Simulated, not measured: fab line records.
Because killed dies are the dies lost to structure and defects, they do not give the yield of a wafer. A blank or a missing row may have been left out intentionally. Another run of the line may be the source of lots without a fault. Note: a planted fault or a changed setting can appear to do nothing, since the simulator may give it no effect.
fab line records    flow gf180mcu
record: lots: 14  wafers: 42  last-day: 34
route steps=602 shown HV_LDD@187
lots that met no fault: from a run of the same line without faults
start-h: the number of hours between the record's first day and the start of the first shown wafer of the lot    wait-h: hours from the lot's prior step to this one    " as in the row above    L1.1+2: one row covering several wafers at once    - no value, or no start was given    * or withheld: withheld    < > ~ a bound
route shown NAME@n: a module of which the file shows steps, and the number in the route of the first    usual: mean/standard deviation taken from wafers without a fault    same: alike in all rows    chamber/n: place in a boat    sites: each site's reading    _std_site: the values' standard deviation    _edge_site: mean of outer sites minus mean of inner sites    radius-mm: how far each site lies from the wafer's centre    mask NAME#n: copy n    behind: tool/chamber where the wafer was last shaped    hold: why the lot was held/for how many hours/how that ended    device: the transistor (n, p or np) that didn't switch    end of line: at the end of the route, the tests of the same wafers    where a step has no rows: the recipe by itself    killed: count of dies lost to structure and defects at first sort (not the wafer's yield)    map: dies across one wafer; x = killed, . = not, _ = none there
set.NAME: the setting that was run; set.NAME@STEP: the one run at that earlier step    model.NAME: the simulator's own value behind a step, which no gauge read
a sample of lots followed through the steps of the route, with each step as a table and each wafer as a row
services: the hour from which a tool's chamber was out of use, counted from the record's first day as start-h (under 0 if before that day), plus the number of hours and why
== steps ==
step: GF_HV_LDD_TW_MEAS_11
usual: HV_LDD_TW: 2410/12
lot.wafer  tool           chamber  start-h  wait-h  HV_LDD_TW
L730.2     film-metro-01  -        216.70   0.1     2391
L730.3     "              -        "        "       2399
L730.4     "              -        "        "       2404
L731.2     film-metro-04  -        222.62   0.1     2405
L731.3     "              -        "        "       2415
L731.6     "              -        "        "       2406
L734.4     film-metro-01  -        246.32   0.1     2417
L734.5     "              -        "        "       2425
L734.6     "              -        "        "       2415
L735.2     film-metro-01  -        260.05   0.1     2407
L735.5     "              -        "        "       2420
L735.6     "              -        "        "       2423
L742.1     film-metro-01  -        312.26   0.1     2401
L742.4     "              -        "        "       2416
L742.6     "              -        "        "       2415
L743.1     film-metro-03  -        314.51   0.1     2400
L743.3     "              -        "        "       2408
L743.6     "              -        "        "       2397
L744.2     film-metro-04  -        322.62   0.1     2432
L744.4     "              -        "        "       2420
L744.6     "              -        "        "       2419
L746.1     film-metro-04  -        336.54   0.1     2407
L746.3     "              -        "        "       2411
L746.4     "              -        "        "       2413
L747.2     film-metro-04  -        340.76   0.1     2406
L747.3     "              -        "        "       2415
L747.6     "              -        "        "       2415
L748.2     film-metro-04  -        354.10   0.1     2398
L748.3     "              -        "        "       2427
L748.4     "              -        "        "       2404
L749.2     film-metro-04  -        356.10   0.1     2408
L749.3     "              -        "        "       2409
L749.5     "              -        "        "       2407
L750.4     film-metro-04  -        368.53   0.1     2423
L750.5     "              -        "        "       2430
L750.6     "              -        "        "       2440
L751.1     film-metro-01  -        372.60   0.1     2413
L751.3     "              -        "        "       2415
L751.4     "              -        "        "       2413
L753.3     film-metro-04  -        386.71   0.1     2407
L753.4     "              -        "        "       2406
L753.5     "              -        "        "       2410
step: GF_HV_LDD_DEVELOP_45
recipe: develop-time-s: 60  dev-temp-c: 23
usual: chill-plate-temp-C: 22.99/0.1  develop-time-s: 60/0
lot.wafer  tool            chamber  start-h  wait-h  chill-plate-temp-C  develop-time-s
L730.2     litho-track-04  0        274.03   0.1     23.04               60
L730.3     "               0        "        "       22.94               60
L730.4     "               0        "        "       23.01               60
L731.2     litho-track-02  0        280.26   0.1     22.95               60
L731.3     "               0        "        "       23.12               60
L731.6     "               0        "        "       23.15               60
L734.4     litho-track-04  -        306.02   0.1     -                   -
L734.5     "               -        "        "       -                   -
L734.6     "               -        "        "       -                   -
L735.2     litho-track-02  -        321.81   0.1     -                   -
L735.5     "               -        "        "       -                   -
L735.6     "               -        "        "       -                   -
L742.1     litho-track-02  0        377.33   0.1     23.00               60
L742.4     "               0        "        "       23.00               60
L742.6     "               0        "        "       22.91               60
L743.1     litho-track-02  0        380.58   0.1     23.07               60
L743.3     "               0        "        "       23.15               60
L743.6     "               0        "        "       22.84               60
L744.2     litho-track-03  0        386.37   0.1     23.04               60
L744.4     "               0        "        "       23.00               60
L744.6     "               0        "        "       23.04               60
L746.1     litho-track-03  0        402.54   0.1     23.02               60
L746.3     "               0        "        "       23.07               60
L746.4     "               0        "        "       23.05               60
L747.2     litho-track-02  0        407.06   0.1     22.87               60
L747.3     "               0        "        "       22.94               60
L747.6     "               0        "        "       23.12               60
L748.2     litho-track-04  0        419.07   0.1     23.05               60
L748.3     "               0        "        "       22.83               60
L748.4     "               0        "        "       23.06               60
L749.2     litho-track-02  0        423.26   0.1     22.98               60
L749.3     "               0        "        "       22.91               60
L749.5     "               0        "        "       22.98               60
L750.4     litho-track-04  0        436.62   0.1     23.17               60
L750.5     "               0        "        "       23.13               60
L750.6     "               0        "        "       23.20               60
L751.1     litho-track-04  0        439.65   0.1     22.90               60
L751.3     "               0        "        "       22.90               60
L751.4     "               0        "        "       22.95               60
L753.3     litho-track-04  0        456.95   0.1     22.89               60
L753.4     "               0        "        "       22.98               60
L753.5     "               0        "        "       22.90               60
step: GF_HV_LDD_OVL_MEAS_47
usual: HV_LDD_03_OVL: -0.3/1.4
lot.wafer  tool        chamber  start-h  wait-h  HV_LDD_03_OVL[nm]
L730.2     overlay-02  -        274.28   0.1     0.7
L730.3     "           -        "        "       1.0
L730.4     "           -        "        "       0.3
L731.2     overlay-02  -        280.51   0.1     0.4
L731.3     "           -        "        "       -1.0
L731.6     "           -        "        "       2.3
L734.4     overlay-01  -        306.24   0.1     -
L734.5     "           -        "        "       -
L734.6     "           -        "        "       -
L735.2     overlay-01  -        322.06   0.1     -
L735.5     "           -        "        "       -
L735.6     "           -        "        "       -
L742.1     overlay-02  -        377.60   0.1     0.3
L742.4     "           -        "        "       -0.4
L742.6     "           -        "        "       0.9
L743.1     overlay-02  -        380.85   0.1     -0.3
L743.3     "           -        "        "       -1.5
L743.6     "           -        "        "       -0.8
L744.2     overlay-01  -        386.62   0.1     -1.5
L744.4     "           -        "        "       -2.2
L744.6     "           -        "        "       -2.7
L746.1     overlay-01  -        402.81   0.1     1.6
L746.3     "           -        "        "       1.1
L746.4     "           -        "        "       2.6
L747.2     overlay-02  -        407.31   0.1     -1.0
L747.3     "           -        "        "       0.3
L747.6     "           -        "        "       -1.7
L748.2     overlay-01  -        419.32   0.1     -1.9
L748.3     "           -        "        "       -2.5
L748.4     "           -        "        "       -2.5
L749.2     overlay-02  -        423.51   0.1     1.5
L749.3     "           -        "        "       0.6
L749.5     "           -        "        "       0.0
L750.4     overlay-02  -        436.84   0.1     -0.4
L750.5     "           -        "        "       0.5
L750.6     "           -        "        "       -1.0
L751.1     overlay-02  -        439.92   0.1     2.2
L751.3     "           -        "        "       0.8
L751.4     "           -        "        "       1.1
L753.3     overlay-02  -        457.18   0.1     -0.4
L753.4     "           -        "        "       -0.1
L753.5     "           -        "        "       -1.3
step: GF_HV_LDD_RTA_52
recipe: temp-c: 1000  time-s: 10  ambient: N2
usual: lamp-power-pct: 29.3/2  wafer_temp_C_max: 1006.2/1.5
lot.wafer  tool           chamber  start-h  wait-h  lamp-power-pct  wafer_temp_C_max
L730.2     rtp-anneal-02  0        274.68   0.0     26.8            1008.8
L730.3     "              0        "        "       26.8            1004.6
L730.4     "              0        "        "       26.8            1006.3
L731.2     rtp-anneal-01  0        280.91   0.0     30.8            1004.6
L731.3     "              0        "        "       30.8            1006.9
L731.6     "              0        "        "       30.8            1004.2
L734.4     rtp-anneal-01  0        306.65   0.0     30.8            1005.4
L734.5     "              0        "        "       30.8            1004.8
L734.6     "              0        "        "       30.8            1005.2
L735.2     rtp-anneal-02  0        322.46   0.0     26.8            1009.1
L735.5     "              0        "        "       26.8            1007.1
L735.6     "              0        "        "       26.8            1010.1
L742.1     rtp-anneal-02  0        378.00   0.0     26.7            1007.2
L742.4     "              0        "        "       26.8            1008.0
L742.6     "              0        "        "       26.8            1006.1
L743.1     rtp-anneal-02  0        381.25   0.0     26.7            1006.1
L743.3     "              0        "        "       26.8            1008.8
L743.6     "              0        "        "       26.8            1007.7
L744.2     rtp-anneal-01  0        387.02   0.0     30.8            1005.3
L744.4     "              0        "        "       30.9            1005.0
L744.6     "              0        "        "       30.8            1006.6
L746.1     rtp-anneal-02  0        403.21   0.0     26.7            1008.7
L746.3     "              0        "        "       26.7            1006.3
L746.4     "              0        "        "       26.7            1006.5
L747.2     rtp-anneal-01  0        407.76   0.0     30.8            1006.3
L747.3     "              0        "        "       30.8            1007.4
L747.6     "              0        "        "       30.8            1005.8
L748.2     rtp-anneal-01  0        419.73   0.0     30.8            1005.0
L748.3     "              0        "        "       30.8            1005.2
L748.4     "              0        "        "       30.8            1005.0
L749.2     rtp-anneal-02  0        423.91   0.0     26.8            1007.0
L749.3     "              0        "        "       26.8            1007.7
L749.5     "              0        "        "       26.8            1006.9
L750.4     rtp-anneal-01  0        437.25   0.0     30.8            1005.4
L750.5     "              0        "        "       30.8            1005.4
L750.6     "              0        "        "       30.8            1006.6
L751.1     rtp-anneal-01  0        440.32   0.0     30.8            1005.0
L751.3     "              0        "        "       30.8            1004.8
L751.4     "              0        "        "       30.8            1004.5
L753.3     rtp-anneal-02  0        457.59   0.0     26.8            1008.0
L753.4     "              0        "        "       26.7            1007.3
L753.5     "              0        "        "       26.8            1008.3
== services ==
tool           chamber  start-h  hours  kind
rtp-anneal-01  -        269.82   0.9    pm
== key ==
first-sign: step: GF_HV_LDD_DEVELOP_45  reading: tool-record  direction: missing
effect none on later readings
met-at GF_HV_LDD_DEVELOP_45
struck-lots L734,L735
later-rows-left-out L734.4,L734.5,L734.6,L735.2,L735.5,L735.6
sort-left-out L734.4,L734.5,L734.6,L735.2,L735.5,L735.6
tester-left-out L734,L735
not-acting-at GF_HV_LDD_TW_MEAS_11,GF_HV_LDD_OVL_MEAS_47,GF_HV_LDD_RTA_52
onset-between 280.26 306.02
fault: kind: skipped-step-whole  tool: litho-track-02,litho-track-04  chamber: -  onset-h: 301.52  steps: GF_HV_LDD_DEVELOP_45  scope: struck-lots-only
tester-left-out: of these lots the tester's yield and bins aren't shown, on N5 and GAA mostly nor the transistor test; their killed dies are dies lost to structure and defects alone, not to doping, threshold or leakage, so they don't give the yield
sort-left-out: the simulated sort isn't trusted on such a fault, so these wafers' sort isn't shown, and their yield isn't known
later-rows-left-out: the simulator's readings of these wafers behind a module that went badly wrong aren't trusted and aren't shown, but for the sort
